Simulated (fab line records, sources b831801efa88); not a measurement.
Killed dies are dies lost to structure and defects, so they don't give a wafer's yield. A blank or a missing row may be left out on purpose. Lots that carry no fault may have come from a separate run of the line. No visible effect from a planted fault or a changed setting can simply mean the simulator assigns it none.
A lot that was struck, set against a sound lot	flow sfq_line	28 out of 325 route steps
Sound: wafers L448.2, L448.5, L448.6. Struck: wafer L467.3 (L467.1, L467.6, from the same lot, were not struck and are left out); the cause is given at the end.
Per side, at each step with rows, come the tool, then ch with its chambers, and then its first start. Under that, the readings that differ: sound wafers	struck wafers	difference of the means	sigmas: that difference in standard deviations of wafers without a fault.
alike: same words and numbers on both sides, and readings whose means sit less than 2 such deviations apart. not compared: any withheld reading, any reading some wafer has no value for, any bound like >300 that may hide the same value, and any number with overlapping values for which the record gives no deviation.
The two part at a step that has a row with sigmas, a row that says differs or no value, or rows on one side only. Numbers that have no deviation but don't overlap get no sigmas and don't part them. A reading missing from all wafers of one side parts the sides only when that side holds two or more wafers.

first, 6 steps without rows for these wafers: SFQ_TRILAYER_M1_LITHO_COAT_044 (resist thk 62 nm); SFQ_TRILAYER_M1_LITHO_COAT_039 (resist thk 600 nm); SFQ_TRILAYER_M1_LITHO_SOFTBAKE_043; SFQ_TRILAYER_M1_LITHO_EXPOSE_040 (exposes mask M1, target cd 500 nm); SFQ_TRILAYER_M1_LITHO_PEB_042 (peb time 60 s); SFQ_TRILAYER_M1_LITHO_DEVELOP_041 (time 60 s).
SFQ_M1_OVL_MEAS_911:
  sound: overlay-01 at day 21 08:02; struck: overlay-02 at day 27 07:04
  alike: M1_OVL
then, 2 steps without rows for these wafers: SFQ_TRILAYER_M1_BARC_OPEN_METAL_ETCH_054 (etches BARC in O2, target depth 125 nm, time 41.7 s); SFQ_TRILAYER_M1_ETCH_METAL_ETCH_042 (etches Nb in Cl2/Ar, stops on SiO2, target depth 240 nm, time 120 s).
SFQ_TRILAYER_M1_STRIP_STRIP_043: strips in O2.
  sound on rie_metal-03 ch 0,1, day 21 08:14; struck on rie_metal-04 ch 1, day 27 07:17
reading	sound	struck	difference	sigmas
oes_product_au (a.u.)	1.000 0.991 0.995	1.016	+0.021	+2
  alike: drypump_motor_current_A
  not compared: rf_hours_counter_h
then, 1 step without rows for these wafers: SFQ_TRILAYER_M1_STRIP_SOLV_CLEAN_044 (cleans in NMP, time 600 s).
SFQ_TRILAYER_I1_DEP_PECVD_045: deposits SiO2 from SiH4/N2O, time 111.11 s, target thk 500 nm.
  sound on pecvd-03 ch 0,1,2, day 21 09:02; struck on pecvd-04 ch 2, day 27 08:05
reading	sound	struck	difference	sigmas
showerhead_vpp_V (V)	753 839 861	917	+99	+2
  alike: heater_power_w, throttle_valve_pct
SFQ_TRILAYER_I1_CMP_CMP_046: polishes SiO2.
  sound on cmp-01 ch 1,2,3, day 21 11:34; struck on cmp-01 ch 2, day 27 14:09
reading	sound	struck	difference	sigmas
time_to_endpoint_s (s)	212 215 216	199	-15	-2
model.SiO2_of_TRILAYER_I1_DEP_PECVD_045.thk_nm (nm)	201.1 199.7 200.7	215.3	+14.8	
  alike: head_pressure_psi, motor_current_A, retaining_ring_pressure_frac
SFQ_I1_BOW_MEAS_912:
  sound: film_metro-04 at day 21 13:05; struck: film_metro-02 at day 27 17:09
  alike: I1_BOW
SFQ_TRILAYER_I1_METRO_MEASURE_047:
  sound: film_metro-04 at day 21 13:23; struck: film_metro-02 at day 27 17:16
reading	sound	struck	difference	sigmas
thk_nm (nm)	201.1 199.5 200.7	215.2	+14.8	+17
then, 6 steps without rows for these wafers: SFQ_TRILAYER_I1_VIA_LITHO_COAT_054 (resist thk 62 nm); SFQ_TRILAYER_I1_VIA_LITHO_COAT_049 (resist thk 650 nm); SFQ_TRILAYER_I1_VIA_LITHO_SOFTBAKE_053; SFQ_TRILAYER_I1_VIA_LITHO_EXPOSE_050 (exposes mask I1, target cd 500 nm); SFQ_TRILAYER_I1_VIA_LITHO_PEB_052 (peb time 60 s); SFQ_TRILAYER_I1_VIA_LITHO_DEVELOP_051 (time 60 s).
-- the record jumps here: 6 days lie between the struck wafers' starts before and after --
SFQ_I1_OVL_MEAS_913:
  sound: overlay-01 at day 28 05:07; struck: overlay-01 at day 33 07:08
  alike: I1_OVL
SFQ_TRILAYER_I1_VIA_BARC_OPEN_VIA_ETCH_071: etches BARC in O2, target depth 125 nm, time 41.7 s.
  sound on rie_diel-04 ch 0,3, day 28 05:08; struck on rie_diel-01 ch 1, day 33 07:10
  alike: drypump_motor_current_A, oes_product_au
  not compared: rf_hours_counter_h
SFQ_TRILAYER_I1_VIA_ETCH_VIA_ETCH_052: etches SiO2 in CHF3, stops on Nb, target depth 260 nm.
  sound on rie_diel-04 ch 0,3, day 28 05:11; struck on rie_diel-01 ch 1, day 33 07:13
reading	sound	struck	difference	sigmas
oes_product_au (a.u.)	0.856 0.859 0.861	0.893	+0.034	+7
model.I1.feature_depth_nm (nm)	201.1 199.7 200.7	215.3	+14.8	
model.etch.depth_nm (nm)	201.1 199.7 200.7	215.3	+14.8	
  alike: drypump_motor_current_A
SFQ_TRILAYER_I1_VIA_STRIP_STRIP_053: strips in O2.
  sound on rie_metal-04 ch 0,1, day 28 05:18; struck on rie_metal-02 ch 0, day 33 07:19
  alike: drypump_motor_current_A, oes_product_au
  not compared: rf_hours_counter_h
then, 1 step without rows for these wafers: SFQ_TRILAYER_I1_VIA_STRIP_SOLV_CLEAN_054 (cleans in NMP, time 600 s).
SFQ_TRILAYER_M2_DEP_PRE_CLEAN_056: time 22.5 s.
  sound: pvd_sputter-05 at day 28 06:05; struck: pvd_sputter-04 at day 33 08:06
reading	sound	struck	difference	sigmas
model.SiO2_of_TRILAYER_I1_DEP_PECVD_045.thk_nm (nm)	193.6 192.2 193.2	207.8	+14.8	
SFQ_TRILAYER_M2_DEP_SPUTTER_055: material Nb, target thk 200 nm, time 133.3 s.
  sound: pvd_sputter-05 at day 28 06:07; struck: pvd_sputter-04 at day 33 08:08
  alike: cathode_dc_power_W, chamber_pressure_pa, throttle_valve_pct

## WHERE THEY PART
First at SFQ_TRILAYER_M1_STRIP_STRIP_043; last, within this record, at SFQ_TRILAYER_I1_VIA_ETCH_VIA_ETCH_052. Later steps at which nothing parts them and some readings are alike: SFQ_TRILAYER_I1_VIA_STRIP_STRIP_053, SFQ_TRILAYER_M2_DEP_SPUTTER_055.

WHY: what had been put in by the simulator
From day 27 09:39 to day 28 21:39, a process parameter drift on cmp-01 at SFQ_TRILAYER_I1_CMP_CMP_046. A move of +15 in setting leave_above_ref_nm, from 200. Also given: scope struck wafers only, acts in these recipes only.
